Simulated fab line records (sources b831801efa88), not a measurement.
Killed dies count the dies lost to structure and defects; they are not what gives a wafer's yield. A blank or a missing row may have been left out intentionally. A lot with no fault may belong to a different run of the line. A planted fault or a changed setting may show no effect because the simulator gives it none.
Which tool is to blame? / flow sky130 / 36 wafers from 12 lots sampled at 5 of the route's 708 steps

== WHAT EACH GAUGE READ, for each wafer ==
SKY_FIELD_ISO_THK_MEAS_02. Usual: FIELD_ISO_OXIDATION_00_THK 12.00 nm, standard deviation 0.25.
lot=L596; measured=day 1 17:20; on=film metro-02; FIELD_ISO_OXIDATION_00_THK (nm)=11.56 11.52 11.84; flag=
lot=L598; measured=day 2 02:38; on=film metro-01; FIELD_ISO_OXIDATION_00_THK (nm)=11.96 12.10 11.93; flag=
lot=L600; measured=day 2 13:02; on=film metro-01; FIELD_ISO_OXIDATION_00_THK (nm)=11.76 11.79 11.72; flag=
lot=L601; measured=day 2 17:56; on=film metro-03; FIELD_ISO_OXIDATION_00_THK (nm)=11.97 11.89 11.96; flag=
lot=L602; measured=day 2 22:38; on=film metro-01; FIELD_ISO_OXIDATION_00_THK (nm)=12.03 12.00 12.05; flag=
lot=L603; measured=day 3 04:34; on=film metro-02; FIELD_ISO_OXIDATION_00_THK (nm)=11.81 11.84 11.87; flag=
lot=L605; measured=day 3 13:38; on=film metro-02; FIELD_ISO_OXIDATION_00_THK (nm)=12.22 12.09 12.08; flag=
lot=L606; measured=day 3 19:10; on=film metro-02; FIELD_ISO_OXIDATION_00_THK (nm)=12.18 12.02 12.01; flag=
lot=L615; measured=day 5 16:29; on=film metro-02; FIELD_ISO_OXIDATION_00_THK (nm)=11.78 11.80 12.10; flag=
lot=L616; measured=day 5 22:53; on=film metro-02; FIELD_ISO_OXIDATION_00_THK (nm)=11.98 12.10 12.12; flag=
lot=L617; measured=day 6 01:38; on=film metro-03; FIELD_ISO_OXIDATION_00_THK (nm)=12.46 12.52 12.42; flag=
lot=L618; measured=day 6 07:20; on=film metro-02; FIELD_ISO_OXIDATION_00_THK (nm)=12.30 12.24 12.18; flag=

SKY_FIELD_ISO_THK_MEAS_25. Usual: FIELD_ISO_CVD_24_THK 595 nm, standard deviation 4.6.
lot=L596; measured=day 2 14:20; on=film metro-02; FIELD_ISO_CVD_24_THK (nm)=597 595 599; flag=
lot=L598; measured=day 2 22:43; on=film metro-01; FIELD_ISO_CVD_24_THK (nm)=599 594 595; flag=
lot=L600; measured=day 3 09:49; on=film metro-01; FIELD_ISO_CVD_24_THK (nm)=590 595 601; flag=
lot=L601; measured=day 3 13:30; on=film metro-03; FIELD_ISO_CVD_24_THK (nm)=602 591 587; flag=
lot=L602; measured=day 3 17:56; on=film metro-01; FIELD_ISO_CVD_24_THK (nm)=840 833 839; flag=OFF
lot=L603; measured=day 4 00:52; on=film metro-01; FIELD_ISO_CVD_24_THK (nm)=598 594 592; flag=
lot=L605; measured=day 4 10:56; on=film metro-02; FIELD_ISO_CVD_24_THK (nm)=838 850 839; flag=OFF
lot=L606; measured=day 4 18:15; on=film metro-01; FIELD_ISO_CVD_24_THK (nm)=601 596 591; flag=
lot=L615; measured=day 6 16:43; on=film metro-03; FIELD_ISO_CVD_24_THK (nm)=598 592 594; flag=
lot=L616; measured=day 6 22:56; on=film metro-01; FIELD_ISO_CVD_24_THK (nm)=596 589 597; flag=
lot=L617; measured=day 7 04:25; on=film metro-01; FIELD_ISO_CVD_24_THK (nm)=585 600 598; flag=
lot=L618; measured=day 7 07:13; on=film metro-03; FIELD_ISO_CVD_24_THK (nm)=602 603 596; flag=

SKY_NWELL_RS_MEAS_31: measures by four-point-probe. Usual: PWDE_RS 5270 ohm/sq, standard deviation 16.
lot=L596; measured=day 5 15:48; on=film metro-01; PWDE_RS (ohm/sq)=5274 5266 5266; flag=
lot=L598; measured=day 6 02:58; on=film metro-03; PWDE_RS (ohm/sq)=5262 5255 5256; flag=
lot=L600; measured=day 6 15:35; on=film metro-01; PWDE_RS (ohm/sq)=5262 5283 5288; flag=
lot=L601; measured=day 6 18:27; on=film metro-04; PWDE_RS (ohm/sq)=5290 5275 5272; flag=
lot=L602; measured=day 6 22:36; on=film metro-03; PWDE_RS (ohm/sq)=5281 5276 5266; flag=
lot=L603; measured=day 7 05:40; on=film metro-04; PWDE_RS (ohm/sq)=5277 5267 5300; flag=
lot=L605; measured=day 7 19:35; on=film metro-01; PWDE_RS (ohm/sq)=5275 5252 5263; flag=
lot=L606; measured=day 8 03:35; on=film metro-01; PWDE_RS (ohm/sq)=5264 5272 5263; flag=
lot=L615; measured=day 10 10:22; on=film metro-03; PWDE_RS (ohm/sq)=5270 5254 5243; flag=
lot=L616; measured=day 10 15:41; on=film metro-03; PWDE_RS (ohm/sq)=5293 5290 5283; flag=
lot=L617; measured=day 10 22:10; on=film metro-01; PWDE_RS (ohm/sq)=5231 5250 5246; flag=
lot=L618; measured=day 11 01:40; on=film metro-03; PWDE_RS (ohm/sq)=5261 5281 5271; flag=

== WHICH TOOL RAN EACH LOT (tool, then ch and the chambers of the sampled wafers, then the start) ==
lot=L596; SKY_FIELD_ISO_CVD_24=hdpcvd-02 ch 0,1, day 2 14:16; SKY_FIELD_ISO_CMP_27=cmp-01 ch 0,1,3, day 2 16:25
lot=L598; SKY_FIELD_ISO_CVD_24=hdpcvd-01 ch 0,1,2, day 2 22:38; SKY_FIELD_ISO_CMP_27=cmp-01 ch 1,2, day 3 00:16
lot=L600; SKY_FIELD_ISO_CVD_24=hdpcvd-02 ch 0,2, day 3 09:43; SKY_FIELD_ISO_CMP_27=cmp-02 ch 1,2,3, day 3 11:29
lot=L601; SKY_FIELD_ISO_CVD_24=hdpcvd-01 ch 0,1, day 3 13:25; SKY_FIELD_ISO_CMP_27=cmp-02 ch 0,2, day 3 15:11
lot=L602; SKY_FIELD_ISO_CVD_24=hdpcvd-02 ch 0,1,2, day 3 17:51; SKY_FIELD_ISO_CMP_27=cmp-01 ch 1,2,3, day 3 19:29
lot=L603; SKY_FIELD_ISO_CVD_24=hdpcvd-01 ch 0,1,2, day 4 00:46; SKY_FIELD_ISO_CMP_27=cmp-01 ch 0,2, day 4 02:24
lot=L605; SKY_FIELD_ISO_CVD_24=hdpcvd-02 ch 0,1,2, day 4 10:52; SKY_FIELD_ISO_CMP_27=cmp-01 ch 0,3, day 4 12:30
lot=L606; SKY_FIELD_ISO_CVD_24=hdpcvd-01 ch 1,2, day 4 18:11; SKY_FIELD_ISO_CMP_27=cmp-01 ch 0,3, day 4 19:49
lot=L615; SKY_FIELD_ISO_CVD_24=hdpcvd-02 ch 1,2, day 6 16:38; SKY_FIELD_ISO_CMP_27=cmp-01 ch 0,2,3, day 6 19:35
lot=L616; SKY_FIELD_ISO_CVD_24=hdpcvd-01 ch 0,1, day 6 22:52; SKY_FIELD_ISO_CMP_27=cmp-01 ch 0,1, day 7 00:30
lot=L617; SKY_FIELD_ISO_CVD_24=hdpcvd-02 ch 0,2, day 7 04:21; SKY_FIELD_ISO_CMP_27=cmp-01 ch 1,3, day 7 06:02
lot=L618; SKY_FIELD_ISO_CVD_24=hdpcvd-02 ch 0,1,2, day 7 07:08; SKY_FIELD_ISO_CMP_27=cmp-01 ch 0,3, day 7 09:08
- SKY_FIELD_ISO_CVD_24: deposits SiO2, target thk 595 nm, time 99.2 s.
- SKY_FIELD_ISO_CMP_27: polishes, stops on Si3N4, t overpolish 16 s, target thk 457.8 nm.

== WHAT THE TOOLS THEMSELVES READ (means of the sampled wafers that have a number; where no wafer has one, the mark that the record gives instead) ==
SKY_FIELD_ISO_CMP_27. Usual: motor current A 12.9 A, standard deviation 1.5; platen rpm 60.00 rpm, standard deviation 0.04; time to endpoint s 110 s, standard deviation 4.1.
lot=L596; tool=cmp-01; motor current A (A)=12.4; platen rpm (rpm)=59.97; time to endpoint s (s)=117; flag=
lot=L598; tool=cmp-01; motor current A (A)=11.8; platen rpm (rpm)=60.00; time to endpoint s (s)=113; flag=
lot=L600; tool=cmp-02; motor current A (A)=13.6; platen rpm (rpm)=60.03; time to endpoint s (s)=109; flag=
lot=L601; tool=cmp-02; motor current A (A)=12.7; platen rpm (rpm)=59.98; time to endpoint s (s)=108; flag=
lot=L602; tool=cmp-01; motor current A (A)=13.4; platen rpm (rpm)=60.03; time to endpoint s (s)=152; flag=OFF
lot=L603; tool=cmp-01; motor current A (A)=12.9; platen rpm (rpm)=60.01; time to endpoint s (s)=112; flag=
lot=L605; tool=cmp-01; motor current A (A)=13.6; platen rpm (rpm)=59.97; time to endpoint s (s)=154; flag=OFF
lot=L606; tool=cmp-01; motor current A (A)=12.2; platen rpm (rpm)=60.03; time to endpoint s (s)=115; flag=
lot=L615; tool=cmp-01; motor current A (A)=13.2; platen rpm (rpm)=59.99; time to endpoint s (s)=107; flag=
lot=L616; tool=cmp-01; motor current A (A)=11.1; platen rpm (rpm)=60.02; time to endpoint s (s)=109; flag=
lot=L617; tool=cmp-01; motor current A (A)=12.6; platen rpm (rpm)=60.00; time to endpoint s (s)=113; flag=
lot=L618; tool=cmp-01; motor current A (A)=13.6; platen rpm (rpm)=59.98; time to endpoint s (s)=117; flag=

== THE ANSWER, worked out from the rows above alone ==
Rule: a lot counts as off when the mean over its wafers that have a number is more than 3 standard deviations away from the usual mean. Also off: a lot with no number at a reading for which 4 or more lots have one. Any other lot the step has rows for is counted as sound. After the gauges, taken in route order, come the tools' own readings; for these a lot's mean is taken, as printed above. The first step at which some lot is off is used, and at that step the reading that is off furthest; a lot without a number counts as furthest.
Off: L602, L605, seen at SKY_FIELD_ISO_THK_MEAS_25 (FIELD_ISO_CVD_24_THK).
If a tool, at a process step before that reading, ran all the lots that are off and no sound lot after the first of them, it fits. Not tried: the gauges at SKY_FIELD_ISO_THK_MEAS_25; whatever is off there is also off at SKY_FIELD_ISO_CMP_27, on other tools, and gauge error can't account for it. Of those tried, none fits.

== WHAT THE SIMULATOR HAD PUT IN ==
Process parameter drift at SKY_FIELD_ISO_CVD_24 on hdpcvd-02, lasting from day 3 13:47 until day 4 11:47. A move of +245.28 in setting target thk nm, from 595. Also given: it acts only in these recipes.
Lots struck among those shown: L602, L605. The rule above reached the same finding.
